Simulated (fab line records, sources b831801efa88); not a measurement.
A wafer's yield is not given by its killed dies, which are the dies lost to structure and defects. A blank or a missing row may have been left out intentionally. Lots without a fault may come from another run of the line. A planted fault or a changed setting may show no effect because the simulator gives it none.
A lot that was struck, set against a sound lot -- flow sky130 -- 42 steps out of a route of 708
Sound: wafers L509.1, L509.5, L509.6. Struck: wafers L520.2, L520.4, L520.6. The cause comes at the end.
At each step with rows: each side's tool, then ch and its chambers, then its first start. Under that, the readings that differ: sound wafers -- struck wafers -- difference of the means -- sigmas: that difference in standard deviations of wafers without a fault.
alike: readings whose means differ by less than 2 such deviations, and words and numbers that are the same on both sides. not compared: withheld readings, readings that some wafer has no value for, bounds like >300 that may hide the same value, and numbers for which the record gives no deviation and whose values overlap.
The two part at a step that has a row with sigmas, a row that says differs or no value, or rows on one side only. When numbers do not overlap yet have no deviation, they are printed without sigmas and do not part them. A reading that every wafer of one side lacks parts them only if that side has two wafers or more.

first, 5 steps without rows for these wafers: SKY_GATE_OXIDE_COAT_05 (resist thk 1140 nm); SKY_GATE_OXIDE_SOFTBAKE_06 (time 60 s); SKY_GATE_OXIDE_EXPOSE_07 (exposes mask LVOM, target cd 600 nm); SKY_GATE_OXIDE_PEB_08; SKY_GATE_OXIDE_DEVELOP_09 (develop time 60 s).
SKY_GATE_OXIDE_OVL_MEAS_10:
  struck on overlay-02, day 19 13:13; sound on overlay-01, day 14 18:36
  alike: GATE_OXIDE_OVL
then, 2 steps without rows for these wafers: SKY_GATE_OXIDE_IMPLANT_11; SKY_GATE_OXIDE_WET_ETCH_12 (etches SiO2 in dHF, target depth 16.8 nm, time 329.8 s).
SKY_GATE_OXIDE_STRIP_13: strips in O2/N2.
  sound on plasma asher-02 ch 0,1, day 14 18:53; struck on plasma asher-03 ch 0,1, day 19 13:30
reading,sound,struck,difference,sigmas
strip time to endpoint s (s),14.24 14.24 14.26,14.13 14.18 14.15,-0.09,-2
  alike: drypump motor current A, oes product au
  not compared: rf hours counter h
SKY_GATE_OXIDE_TW_MEAS_14:
  struck on film metro-03, day 19 13:37; sound on film metro-04, day 14 18:59
  alike: GATE_OXIDE_TW
then, 2 steps without rows for these wafers: SKY_GATE_OXIDE_CLEAN_15 (cleans in SC1/SC2, time 150 s); SKY_GATE_OXIDE_OXIDATION_16 (stabilise 600 s, purge 300 s, target thk 3.57 nm).
SKY_POLY_GATE_CVD_00: deposits poly-Si, target thk 180 nm, time 720 s.
  sound on lpcvd-01 ch 0, day 14 23:32; struck on lpcvd-01 ch 1, day 19 20:41
reading,sound,struck,difference,sigmas
zone power upper pct (%),9.5 9.6 9.4,8.8 8.8 8.8,-0.7,-2
model.poly-Si_of_POLY_GATE_CVD_00.thk nm (nm),182.3 181.4 181.4,235.5 233.2 235.7,+53.1,
SKY_POLY_GATE_THK_MEAS_01:
  struck on film metro-04, day 19 22:08; sound on film metro-02, day 15 00:44
reading,sound,struck,difference,sigmas
POLY_GATE_CVD_00_THK (nm),182.2 181.3 181.4,235.2 233.3 235.5,+53.0,+31
  not compared: hold
then, 8 steps without rows for these wafers: SKY_RES_PROTECT_HMDS_01 (prime time 60 s); SKY_RES_PROTECT_COAT_02 (resist thk 1140 nm); SKY_RES_PROTECT_SOFTBAKE_03 (time 60 s); SKY_RES_PROTECT_EXPOSE_04 (exposes mask RPM, target cd 1270 nm); SKY_RES_PROTECT_PEB_05; SKY_RES_PROTECT_DEVELOP_06 (develop time 60 s); SKY_POLY_GATE_IMPLANT_02; SKY_RES_PROTECT_STRIP_07 (strips in O2/N2).
SKY_RES_PROTECT_TW_MEAS_08:
  struck on film metro-01, day 21 04:19; sound on film metro-04, day 16 04:27
  alike: POLY_GATE_TW
then, 2 steps without rows for these wafers: SKY_RES_PROTECT_CLEAN_09 (cleans in SC1/SC2, time 150 s); SKY_POLY_GATE_CVD_03 (deposits Si3N4 from DCS/NH3, target thk 75 nm, time 1290 s).
SKY_POLY_GATE_THK_MEAS_04:
  struck on film metro-01, day 21 05:47; sound on film metro-02, day 16 07:26
reading,sound,struck,difference,sigmas
POLY_GATE_CVD_03_THK (nm),75.2 75.6 76.1,74.0 74.1 74.2,-1.5,-2
then, 8 steps without rows for these wafers: SKY_POLY_GATE_DEHYDRATE_05 (time 60 s); SKY_POLY_GATE_HMDS_06 (prime time 60 s); SKY_POLY_GATE_COAT_07 (resist thk 110 nm); SKY_POLY_GATE_COAT_08 (resist thk 450 nm); SKY_POLY_GATE_SOFTBAKE_09 (time 90 s); SKY_POLY_GATE_EXPOSE_10 (exposes mask P1M, target cd 150 nm); SKY_POLY_GATE_PEB_11; SKY_POLY_GATE_DEVELOP_12 (develop time 60 s).
SKY_POLY_GATE_CD_MEAS_13: target cd 150 nm.
  struck on cd sem-01, day 22 12:07; sound on cd sem-02, day 17 11:27
  alike: cd nm
SKY_POLY_GATE_OVL_MEAS_14:
  struck on overlay-02, day 22 12:13; sound on overlay-01, day 17 11:34
reading,sound,struck,difference,sigmas
POLY_GATE_OVL (nm),3 2 2,16 11 10,+10,+2
SKY_POLY_GATE_ETCH_15: etches BARC in N2/H2, stops on SiO2, time 118.5 s, target depth 110 nm.
  sound on rie diel-02 ch 2,3, day 17 11:36; struck on rie diel-04 ch 2,3, day 22 12:15
  alike: drypump motor current A, oes product au, throttle valve pct
  not compared: rf hours counter h
SKY_POLY_GATE_ETCH_16: etches Si3N4 in CH3F/O2, stops on poly-Si, time 147.5 s, target depth 75 nm.
  sound on rie diel-02 ch 2,3, day 17 11:41; struck on rie diel-04 ch 2,3, day 22 12:20
  alike: O2_flow_sccm, drypump motor current A, oes product au, throttle valve pct
  not compared: rf hours counter h
SKY_POLY_GATE_ETCH_17: etches poly-Si in HBr/Cl2, stops on SiO2, target depth 180 nm, time 70.5 s.
  sound on rie si-01 ch 0,1,3, day 17 11:47; struck on rie si-02 ch 2,3, day 22 12:26
  alike: drypump motor current A, oes product au, throttle valve pct
  not compared: rf hours counter h
SKY_POLY_GATE_STRIP_18: strips in O2/N2.
  sound on plasma asher-03 ch 0,1, day 17 11:50; struck on plasma asher-03 ch 0,1, day 22 12:29
  alike: drypump motor current A, oes product au, strip time to endpoint s
  not compared: rf hours counter h
then, 1 step without rows for these wafers: SKY_POLY_GATE_CLEAN_19 (cleans in SC1/SC2, time 150 s).
-- here the record skips 8 days between the struck wafers' starts before and after, leaving off in module POLY_GATE and picking up in module POLY_CUT (first step shown: number 318 of the route) --
SKY_POLY_CUT_ETCH_11: etches Si3N4 in CF4/CH2F2/Ar, stops on poly-Si, time 42.5 s, target depth 60 nm.
  sound on rie diel-04 ch 1,3, day 25 08:32; struck on rie diel-02 ch 2,3, day 30 01:11
reading,sound,struck,difference,sigmas
model.poly-Si_of_POLY_GATE_CVD_00.thk nm (nm),181.5 180.6 180.6,234.7 232.5 234.9,+53.1,
  alike: cf4 flow sccm, drypump motor current A, oes product au, throttle valve pct
  not compared: rf hours counter h

WHERE THEY PART
First at SKY_GATE_OXIDE_STRIP_13; last, within this record, at SKY_POLY_GATE_OVL_MEAS_14. Later steps at which nothing parts them and some readings are alike: SKY_POLY_GATE_ETCH_15, SKY_POLY_GATE_ETCH_16, SKY_POLY_GATE_ETCH_17, SKY_POLY_GATE_STRIP_18, SKY_POLY_CUT_ETCH_11.

WHY: what the simulator had put in
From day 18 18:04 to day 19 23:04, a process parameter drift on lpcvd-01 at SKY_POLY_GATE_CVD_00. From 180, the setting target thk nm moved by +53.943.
